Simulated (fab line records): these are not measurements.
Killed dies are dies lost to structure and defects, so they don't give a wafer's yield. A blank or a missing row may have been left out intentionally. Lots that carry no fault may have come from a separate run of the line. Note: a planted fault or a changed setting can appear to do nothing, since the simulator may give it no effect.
Comparing a struck lot with a sound one | flow sky130 | 33 out of 708 route steps
Sound: the wafers L394.1, L394.4, L394.6. The struck wafers were L383.2, L383.3, L383.5. At the end, the cause is stated.
At each step with rows: each side's tool, then ch and its chambers, then its first start. Under that, the readings that differ: sound wafers | struck wafers | difference of the means | sigmas: that difference in standard deviations of wafers without a fault.
alike: same words and numbers on both sides, and readings whose means sit less than 2 such deviations apart. not compared: any withheld reading, any reading some wafer has no value for, any bound like >300 that may hide the same value, and any number with overlapping values for which the record gives no deviation.
Wherever a step has rows on one side only, a row that says differs or no value, or a row with sigmas, the two part there. Numbers that don't overlap but have no deviation are shown without sigmas and don't part them. Lack of a reading on every wafer of one side parts them only where that side has two or more wafers.

first, 7 steps without rows for these wafers: SKY_SONOS_TUNNEL_DEVELOP_06 (develop time 60 s); SKY_SONOS_TUNNEL_IMPLANT_09; SKY_SONOS_TUNNEL_WET_ETCH_10 (etches SiO2 in dHF, target depth 14 nm, time 280 s); SKY_SONOS_TUNNEL_STRIP_11 (strips in SPM, time 600 s); SKY_SONOS_TUNNEL_CLEAN_13 (cleans in dHF, time 20 s); SKY_SONOS_ONO_OXIDATION_00 (stabilise 600 s, purge 300 s, target thk 2.6 nm); SKY_SONOS_ONO_CVD_02 (deposits Si3N4 from DCS/NH3, target thk 10.5 nm, time 180 s).
SKY_SONOS_ONO_CVD_04: deposits SiO2 from SiH4/N2O, target thk 5.7199 nm.
  sound on lpcvd-03 ch 0, day 17 04:56; struck on lpcvd-03 ch 1, day 13 05:28
  reading                                    | sound             | struck            | difference | sigmas
  spike tc centre C (C)                      | 902.0 902.1 901.4 | 922.8 923.1 922.9 | +21.1      | +21
  zone power bottom pct (%)                  | 26.9 26.2 26.6    | 31.0 31.0 30.8    | +4.4       | +3
  zone power centre pct (%)                  | 16.68 17.02 16.46 | 23.47 23.80 22.96 | +6.69      | +39
  zone power lower pct (%)                   | 14.37 14.51 14.21 | 11.15 11.27 11.22 | -3.15      | -24
  zone power upper pct (%)                   | 17.8 17.8 17.8    | 12.4 12.4 12.5    | -5.4       | -5
  model.SiO2_of_SONOS_ONO_CVD_04.thk nm (nm) | 5.795 5.845 5.738 | 6.269 6.147 5.931 | +0.323     |
then, 23 steps without rows for these wafers: SKY_SONOS_ONO_DEHYDRATE_06 (time 60 s); SKY_SONOS_ONO_HMDS_07 (prime time 60 s); SKY_SONOS_ONO_COAT_08 (resist thk 1140 nm); SKY_SONOS_ONO_SOFTBAKE_09 (time 60 s); SKY_SONOS_ONO_EXPOSE_10 (exposes mask ONOM, target cd 410 nm); SKY_SONOS_ONO_PEB_11; SKY_SONOS_ONO_DEVELOP_12 (develop time 60 s); SKY_SONOS_ONO_ETCH_15 (etches the open film in CHF3/O2, target depth 19.52 nm, time 7.8 s); SKY_SONOS_ONO_WET_ETCH_16 (etches SiO2 in dHF, target depth 14 nm, time 280 s); SKY_SONOS_ONO_STRIP_17 (strips in O2/N2); SKY_SONOS_ONO_WET_ETCH_18 (etches Si3N4 in H3PO4, target depth 15 nm, time 172 s); SKY_GATE_OXIDE_CLEAN_00 (cleans in SC1/SC2, time 150 s); SKY_GATE_OXIDE_OXIDATION_01 (stabilise 600 s, purge 300 s, target thk 10.268 nm); SKY_GATE_OXIDE_DEHYDRATE_03 (time 60 s); SKY_GATE_OXIDE_HMDS_04 (prime time 60 s); SKY_GATE_OXIDE_COAT_05 (resist thk 1140 nm); SKY_GATE_OXIDE_SOFTBAKE_06 (time 60 s); SKY_GATE_OXIDE_EXPOSE_07 (exposes mask LVOM, target cd 600 nm); SKY_GATE_OXIDE_PEB_08; SKY_GATE_OXIDE_DEVELOP_09 (develop time 60 s); SKY_GATE_OXIDE_IMPLANT_11; SKY_GATE_OXIDE_WET_ETCH_12 (etches SiO2 in dHF, target depth 16.8 nm, time 336 s); SKY_GATE_OXIDE_STRIP_13 (strips in O2/N2).
-- the record jumps here: 2 days lie between the struck wafers' starts before and after --
SKY_GATE_OXIDE_CLEAN_15: cleans in SC1/SC2, time 150 s.
  sound on wet bench-03 ch 0, day 19 23:40; struck on wet bench-01 ch 2, day 15 15:03
  reading                                    | sound             | struck           | difference | sigmas
  model.SiO2_of_SONOS_ONO_CVD_04.thk nm (nm) | 4.296 4.352 4.239 | 4.739 4.61 4.397 | +0.286     |
-- here the record skips 32 days between the struck wafers' starts before and after, leaving off in module GATE_OXIDE and picking up in module PAD_OPEN (first step shown: number 708 of the route) --
SKY_PAD_OPEN_PROBE_99:
  sound on prober-02, day 50 01:04; struck on prober-02, day 47 12:10
  reading             | sound  | struck   | difference | sigmas
  killed at front end | 7 16 8 | 23 16 19 | +9         | +2
  alike: killed_at_M0_to_M3, killed_at_M4_up, killed at contacts, killed at other, killed dies, killed open, killed short
  not compared: model.etest.cap ono.gate log10 a cm2, model.etest.cap ono.gate bv v, model.etest.cap ono.tox acc nm, model.etest.sonos programmed.vt v, model.etest.sonos erased.vt v, model.etest.sonos baked.vt v, model.etest.sonos baked.vt less v

== WHERE THEY PART ==
At SKY_SONOS_ONO_CVD_04 first; at SKY_PAD_OPEN_PROBE_99 last (within this record only).

WHY: what had been put in by the simulator
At SKY_SONOS_ONO_CVD_04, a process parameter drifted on lpcvd-03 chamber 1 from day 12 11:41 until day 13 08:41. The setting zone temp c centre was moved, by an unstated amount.
